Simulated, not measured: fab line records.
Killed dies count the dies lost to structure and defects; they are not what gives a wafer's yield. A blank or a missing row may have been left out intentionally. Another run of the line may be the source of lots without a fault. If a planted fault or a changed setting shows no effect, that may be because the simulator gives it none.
Commonality check across tools | flow gf180mcu | 13 lots and 39 wafers in the sample

== REASON FOR OPENING ==
Of 13 lots, 1 have the reading HV_LDD_4_TW flagged at GF_HV_LDD_TW_MEAS_50. Fault-free wafers read 573, with a standard deviation of 4.4.
Rule: a lot gets a flag if all its wafers with a number sit over 4 standard deviations from that mean, or if no wafer of it has a number. As for the other lots, they are considered sound.

lot  | measured     | on            | HV_LDD_4_TW, wafer by wafer | flag
L372 | day 12 10:01 | film metro-02 | 570 572 573                 |
L374 | day 13 01:49 | film metro-03 | 576 574 576                 |
L377 | day 14 03:17 | film metro-03 | 578 578 576                 |
L380 | day 15 04:40 | film metro-03 | 575 575 577                 |
L381 | day 15 12:29 | film metro-02 | 30 30 30                    | FLAGGED
L385 | day 16 21:07 | film metro-04 | 562 566 567                 |
L387 | day 17 13:17 | film metro-02 | 573 572 573                 |
L388 | day 17 17:02 | film metro-04 | 569 564 564                 |
L389 | day 17 20:17 | film metro-04 | 563 562 562                 |
L390 | day 18 05:16 | film metro-03 | 572 578 574                 |
L391 | day 18 10:37 | film metro-02 | 577 576 573                 |
L392 | day 18 17:13 | film metro-03 | 576 573 575                 |
L394 | day 19 14:55 | film metro-02 | 578 572 573                 |
Flagged lots average 30: -543 relative to the usual, that is -99 or more standard deviations.

== LOT BY LOT: THE TOOL USED ==
The record keeps 1 process step preceding the reading, out of 602 steps on the route. Each cell gives the tool, then ch followed by the chambers the sampled wafers passed through, then the start.
lot  | flag    | GF_HV_LDD_EXPOSE_43
L372 |         | iline stepper-02 ch 0, day 11 23:56
L374 |         | iline stepper-02 ch 0, day 12 15:39
L377 |         | iline stepper-02 ch 0, day 13 15:56
L380 |         | iline stepper-02 ch 0, day 14 17:05
L381 | FLAGGED | iline stepper-02 ch 0, day 15 02:13
L385 |         | iline stepper-01 ch 0, day 16 09:59
L387 |         | iline stepper-01 ch 0, day 17 01:49
L388 |         | iline stepper-01 ch 0, day 17 05:53
L389 |         | iline stepper-01 ch 0, day 17 09:02
L390 |         | iline stepper-02 ch 0, day 17 16:59
L391 |         | iline stepper-02 ch 0, day 17 22:49
L392 |         | iline stepper-02 ch 0, day 18 05:23
L394 |         | iline stepper-01 ch 0, day 19 02:39
These steps, and what they do:
- GF_HV_LDD_EXPOSE_43: exposes mask Pplus HV AREA, target cd 400 nm.
- GF_HV_LDD_TW_MEAS_50

== FLAGGED AGAINST TOTAL, ONE TOOL AT A TIME (gauges that did the reading follow at the end) ==
step                 | tool             | lots run | flagged | share of the flagged lots | sound lots run after its first flagged lot
GF_HV_LDD_EXPOSE_43  | iline stepper-01 | 5        | 0       | none                      | -
GF_HV_LDD_EXPOSE_43  | iline stepper-02 | 8        | 1       | all                       | 3 (L390,L391,L392)
GF_HV_LDD_TW_MEAS_50 | film metro-02    | 5        | 1       | all                       | 3 (L387,L391,L394)
GF_HV_LDD_TW_MEAS_50 | film metro-03    | 5        | 0       | none                      | -
GF_HV_LDD_TW_MEAS_50 | film metro-04    | 3        | 0       | none                      | -

== WHAT THE TABLE PERMITS ==
2 rows of the table ran every flagged lot: iline stepper-02 at GF_HV_LDD_EXPOSE_43, film metro-02 at GF_HV_LDD_TW_MEAS_50.
- iline stepper-02 at GF_HV_LDD_EXPOSE_43 ran 8 lots, 1 of them flagged. After the first flagged lot (L390, L391, L392), sound lots still ran on it; a lasting fault on the whole tool would not permit that.
- film metro-02 at GF_HV_LDD_TW_MEAS_50 ran 5 lots, 1 of them flagged. After the first flagged lot (L387, L391, L394), sound lots still ran on it; a lasting fault on the whole tool would not permit that.
There is no row in the table that ran each flagged lot and no sound lot after the first.

== WHAT THE SIMULATOR HAD INSERTED ==
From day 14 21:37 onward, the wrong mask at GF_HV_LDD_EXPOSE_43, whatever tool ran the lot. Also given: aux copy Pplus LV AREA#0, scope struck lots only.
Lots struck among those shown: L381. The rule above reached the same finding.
